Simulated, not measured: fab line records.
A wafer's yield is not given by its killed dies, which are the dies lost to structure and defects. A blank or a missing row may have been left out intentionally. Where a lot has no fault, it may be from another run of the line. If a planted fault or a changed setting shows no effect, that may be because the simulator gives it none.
What tool caused it? + flow sky130 + 72 wafers from 24 lots sampled at 5 of the route's 708 steps

WHAT EACH GAUGE READ, for each wafer
SKY_CAPM_THK_MEAS_01.
| lot  | measured     | on            | CAPM_CVD_00_THK (nm) |
|------|--------------|---------------|----------------------|
| L074 | day 36 03:56 | film-metro-03 | 15.44 15.10 15.38    |
| L075 | day 36 07:14 | film-metro-03 | 15.18 15.20 15.54    |
| L076 | day 37 02:22 | film-metro-03 | 15.66 15.37 15.49    |
| L077 | day 37 05:05 | film-metro-03 | 15.19 15.78 15.40    |
| L078 | day 37 19:32 | film-metro-03 | 15.66 15.90 15.57    |
| L079 | day 38 09:41 | film-metro-04 | 15.63 15.76 16.05    |
| L080 | day 38 10:17 | film-metro-04 | 15.74 15.67 15.88    |
| L081 | day 38 12:32 | film-metro-04 | 15.37 15.29 15.50    |
| L082 | day 38 16:51 | film-metro-01 | 15.31 15.23 15.26    |
| L083 | day 39 04:47 | film-metro-04 | 15.63 15.89 15.94    |
| L084 | day 39 05:56 | film-metro-03 | 15.42 15.44 16.15    |
| L085 | day 39 14:44 | film-metro-01 | 15.94 15.49 15.72    |
| L086 | day 40 00:31 | film-metro-01 | 15.45 15.46 15.96    |
| L087 | day 40 07:51 | film-metro-01 | 15.22 15.41 15.83    |
| L088 | day 40 11:20 | film-metro-03 | 15.61 15.50 15.82    |
| L089 | day 40 20:41 | film-metro-01 | 15.60 15.35 15.61    |
| L090 | day 41 05:11 | film-metro-01 | 15.68 15.70 15.67    |
| L091 | day 41 15:28 | film-metro-01 | 15.15 15.28 15.47    |
| L092 | day 42 08:19 | film-metro-01 | 15.30 15.55 15.65    |
| L093 | day 42 09:56 | film-metro-01 | 15.27 15.36 15.27    |
| L095 | day 42 11:05 | film-metro-03 | 15.12 15.63 15.71    |
| L094 | day 42 13:46 | film-metro-03 | 15.91 15.79 15.49    |
| L096 | day 42 18:11 | film-metro-03 | 15.73 15.87 15.59    |
| L097 | day 43 01:47 | film-metro-03 | 15.35 15.46 15.48    |

SKY_CAP2M_RS_MEAS_03: measures by four-point-probe.
| lot  | measured     | on            | CAP2M_TIN_RS (ohm/sq) |
|------|--------------|---------------|-----------------------|
| L074 | day 39 13:05 | film-metro-01 | 6.88 6.74 6.88        |
| L075 | day 39 16:16 | film-metro-01 | 7.06 6.85 7.01        |
| L076 | day 40 09:34 | film-metro-03 | 6.87 6.93 6.87        |
| L077 | day 40 12:07 | film-metro-03 | 6.79 6.79 6.93        |
| L078 | day 41 02:13 | film-metro-02 | 6.85 6.82 6.82        |
| L079 | day 41 15:58 | film-metro-02 | 6.85 6.87 6.90        |
| L080 | day 41 16:26 | film-metro-03 | 6.78 6.93 6.79        |
| L081 | day 41 19:22 | film-metro-01 | 6.90 6.99 6.81        |
| L082 | day 41 22:04 | film-metro-03 | 6.82 6.86 6.80        |
| L083 | day 42 08:46 | film-metro-03 | 6.85 6.80 6.89        |
| L084 | day 42 10:55 | film-metro-01 | 6.87 6.97 6.96        |
| L085 | day 42 20:05 | film-metro-03 | 6.95 6.93 6.92        |
| L086 | day 43 03:16 | film-metro-03 | 6.89 6.86 6.89        |
| L087 | day 43 10:40 | film-metro-01 | 6.94 6.90 6.87        |
| L088 | day 43 14:44 | film-metro-02 | 6.88 6.89 6.86        |
| L089 | day 43 23:10 | film-metro-02 | 6.85 6.87 6.86        |
| L090 | day 44 08:19 | film-metro-03 | 6.90 6.86 6.86        |
| L091 | day 44 17:23 | film-metro-03 | 6.97 6.95 6.95        |
| L092 | day 45 08:03 | film-metro-01 | 7.03 6.95 6.97        |
| L093 | day 45 08:41 | film-metro-02 | 6.79 6.89 6.82        |
| L095 | day 45 11:22 | film-metro-02 | 6.88 6.86 6.83        |
| L094 | day 45 13:02 | film-metro-03 | 6.96 6.82 6.93        |
| L096 | day 45 17:32 | film-metro-03 | 6.93 6.92 6.98        |
| L097 | day 45 23:17 | film-metro-02 | 6.93 6.90 6.97        |

SKY_METAL4_OVL_MEAS_14.
| lot  | measured     | on         | METAL4_OVL (nm) |
|------|--------------|------------|-----------------|
| L074 | day 41 14:34 | overlay-02 | -8 -7 -1        |
| L075 | day 41 17:19 | overlay-01 | -11 -8 -11      |
| L076 | day 42 09:41 | overlay-01 | -8 -6 -12       |
| L077 | day 42 12:46 | overlay-01 | -10 -4 -10      |
| L078 | day 43 01:08 | overlay-01 | -6 -9 -10       |
| L079 | day 43 14:34 | overlay-01 | 3 -3 5          |
| L080 | day 43 15:23 | overlay-02 | 0 -6 -1         |
| L081 | day 43 18:37 | overlay-01 | -1 -7 -7        |
| L082 | day 43 21:37 | overlay-02 | 2 6 3           |
| L083 | day 44 06:55 | overlay-01 | 5 3 3           |
| L084 | day 44 09:37 | overlay-02 | -5 3 3          |
| L085 | day 44 18:11 | overlay-02 | -5 -9 -11       |
| L086 | day 44 23:49 | overlay-01 | -7 -3 -2        |
| L087 | day 45 07:28 | overlay-02 | -5 3 0          |
| L088 | day 45 11:38 | overlay-02 | 0 1 -2          |
| L089 | day 45 19:46 | overlay-01 | -4 -1 -3        |
| L090 | day 46 03:35 | overlay-01 | 8 9 6           |
| L091 | day 46 11:44 | overlay-01 | -11 -9 -9       |
| L092 | day 47 03:46 | overlay-02 | -3 -2 0         |
| L093 | day 47 03:25 | overlay-01 | -3 -7 -4        |
| L095 | day 47 05:16 | overlay-01 | -1 -3 -2        |
| L094 | day 47 05:37 | overlay-01 | 0 -2 -2         |
| L096 | day 47 11:11 | overlay-01 | -1 -8 -7        |
| L097 | day 47 16:34 | overlay-01 | -6 -11 -2       |

TOOL THAT RAN EACH LOT (tool first, then ch and the chambers of the sampled wafers, then the start)
| lot  | SKY_VIA3_CVD_21               | SKY_CAP2M_STRIP_14                   |
|------|-------------------------------|--------------------------------------|
| L074 | cvd-w-01 ch 0,1, day 39 12:08 | plasma-asher-01 ch 0,1, day 40 13:40 |
| L075 | cvd-w-02 ch 0,1, day 39 15:19 | plasma-asher-04 ch 0,1, day 40 16:31 |
| L076 | cvd-w-02 ch 0,1, day 40 08:37 | plasma-asher-01 ch 0,1, day 41 09:32 |
| L077 | cvd-w-02 ch 0,1, day 40 11:11 | plasma-asher-04 ch 0,1, day 41 12:34 |
| L078 | cvd-w-02 ch 0,1, day 41 01:16 | plasma-asher-04 ch 0,1, day 42 01:39 |
| L079 | cvd-w-02 ch 0,1, day 41 15:01 | plasma-asher-04 ch 1, day 42 15:26   |
| L080 | cvd-w-02 ch 0,1, day 41 15:28 | plasma-asher-03 ch 0,1, day 42 15:42 |
| L081 | cvd-w-01 ch 0,1, day 41 18:14 | plasma-asher-04 ch 0,1, day 42 18:42 |
| L082 | cvd-w-01 ch 0,1, day 41 21:07 | plasma-asher-03 ch 0,1, day 42 21:57 |
| L083 | cvd-w-02 ch 0,1, day 42 07:49 | plasma-asher-01 ch 0,1, day 43 07:09 |
| L084 | cvd-w-02 ch 0,1, day 42 09:52 | plasma-asher-04 ch 0,1, day 43 10:24 |
| L085 | cvd-w-01 ch 0,1, day 42 18:56 | plasma-asher-01 ch 0,1, day 43 19:33 |
| L086 | cvd-w-01 ch 0, day 43 02:19   | plasma-asher-04 ch 0, day 44 01:27   |
| L087 | cvd-w-01 ch 0,1, day 43 09:43 | plasma-asher-04 ch 0,1, day 44 09:03 |
| L088 | cvd-w-02 ch 0,1, day 43 13:46 | plasma-asher-01 ch 0,1, day 44 13:18 |
| L089 | cvd-w-02 ch 0,1, day 43 22:14 | plasma-asher-01 ch 0,1, day 44 21:45 |
| L090 | cvd-w-02 ch 0, day 44 07:22   | plasma-asher-04 ch 1, day 45 06:15   |
| L091 | cvd-w-01 ch 0,1, day 44 16:26 | plasma-asher-01 ch 0,1, day 45 14:26 |
| L092 | cvd-w-01 ch 0,1, day 45 07:05 | plasma-asher-04 ch 0,1, day 46 05:16 |
| L093 | cvd-w-01 ch 0,1, day 45 07:44 | plasma-asher-01 ch 0,1, day 46 05:34 |
| L095 | cvd-w-01 ch 0,1, day 45 10:25 | plasma-asher-03 ch 0,1, day 46 07:55 |
| L094 | cvd-w-01 ch 0, day 45 12:04   | plasma-asher-01 ch 0,1, day 46 09:18 |
| L096 | cvd-w-02 ch 0,1, day 45 16:34 | plasma-asher-03 ch 0, day 46 14:27   |
| L097 | cvd-w-02 ch 0,1, day 45 22:21 | plasma-asher-01 ch 0,1, day 46 20:00 |
- SKY_VIA3_CVD_21: deposits W, target thk 390 nm, time 117.31 s.
- SKY_CAP2M_STRIP_14: strips in O2/N2.

AS READ BY THE TOOLS THEMSELVES (means over the sampled wafers that have a number; for cases with no such wafer, the mark the record gives instead)
SKY_VIA3_CVD_21.
| lot  | tool     | heater-power-w (W) |
|------|----------|--------------------|
| L074 | cvd-w-01 | 844                |
| L075 | cvd-w-02 | 926                |
| L076 | cvd-w-02 | 920                |
| L077 | cvd-w-02 | 830                |
| L078 | cvd-w-02 | 916                |
| L079 | cvd-w-02 | 919                |
| L080 | cvd-w-02 | 824                |
| L081 | cvd-w-01 | 815                |
| L082 | cvd-w-01 | 826                |
| L083 | cvd-w-02 | 828                |
| L084 | cvd-w-02 | 831                |
| L085 | cvd-w-01 | 837                |
| L086 | cvd-w-01 | 773                |
| L087 | cvd-w-01 | 836                |
| L088 | cvd-w-02 | 930                |
| L089 | cvd-w-02 | 924                |
| L090 | cvd-w-02 | 1026               |
| L091 | cvd-w-01 | 838                |
| L092 | cvd-w-01 | 899                |
| L093 | cvd-w-01 | 832                |
| L095 | cvd-w-01 | 888                |
| L094 | cvd-w-01 | 766                |
| L096 | cvd-w-02 | 840                |
| L097 | cvd-w-02 | 837                |

SKY_CAP2M_STRIP_14.
| lot  | tool            | drypump-motor-current-A (A) | oes-product-au (a.u.) | strip-time-to-endpoint-s (s) |
|------|-----------------|-----------------------------|-----------------------|------------------------------|
| L074 | plasma-asher-01 | 6.4                         | 0.714                 | 12.64                        |
| L075 | plasma-asher-04 | 5.7                         | 0.713                 | 12.65                        |
| L076 | plasma-asher-01 | 6.4                         | 0.711                 | 12.65                        |
| L077 | plasma-asher-04 | 5.8                         | 0.706                 | 12.68                        |
| L078 | plasma-asher-04 | 5.8                         | 0.708                 | 12.68                        |
| L079 | plasma-asher-04 | 5.6                         | 0.713                 | 12.68                        |
| L080 | plasma-asher-03 | 6.0                         | 0.711                 | 12.68                        |
| L081 | plasma-asher-04 | 5.8                         | 0.711                 | 12.70                        |
| L082 | plasma-asher-03 | 6.0                         | 0.711                 | 12.62                        |
| L083 | plasma-asher-01 | 6.3                         | 0.707                 | 12.68                        |
| L084 | plasma-asher-04 | 5.7                         | 0.713                 | 12.66                        |
| L085 | plasma-asher-01 | 6.4                         | 0.712                 | 12.59                        |
| L086 | plasma-asher-04 | 6.0                         | 0.709                 | 12.66                        |
| L087 | plasma-asher-04 | 5.8                         | 0.709                 | 12.68                        |
| L088 | plasma-asher-01 | 6.3                         | 0.710                 | 12.68                        |
| L089 | plasma-asher-01 | 6.3                         | 0.706                 | 12.60                        |
| L090 | plasma-asher-04 | 5.5                         | 0.708                 | 12.63                        |
| L091 | plasma-asher-01 | 6.3                         | 0.710                 | 12.67                        |
| L092 | plasma-asher-04 | 5.7                         | 0.714                 | 12.62                        |
| L093 | plasma-asher-01 | 6.4                         | 0.710                 | 12.58                        |
| L095 | plasma-asher-03 | 6.0                         | 0.710                 | 12.61                        |
| L094 | plasma-asher-01 | 6.4                         | 0.708                 | 12.64                        |
| L096 | plasma-asher-03 | 5.9                         | 0.706                 | 12.61                        |
| L097 | plasma-asher-01 | 6.4                         | 0.704                 | 12.70                        |

THE ANSWER, worked out from the rows above alone
Rule: usual is defined by the lots themselves. Put in order of their means at a reading, lots are off if they are a third of the lots or fewer, leave a main group of 4 or more, and stand apart from it by a gap of 3 or more times the standard deviation of the main group's means; of several such gaps the widest counts. A main group whose means are all the same, to the digits that the tables above print for the reading, isn't used. Also off: a lot with no number at a reading for which 4 or more lots have one. Any other lot the step has rows for is counted as sound. Order of review: gauges by route order, followed by the tools' own readings, for which a lot's mean as printed above is used. The first step at which some lot is off is used, and at that step the reading that is off furthest; a lot without a number counts as furthest.
No lot is off at any reading shown: from this, nothing can be told.

WHAT THE SIMULATOR HAD PUT IN
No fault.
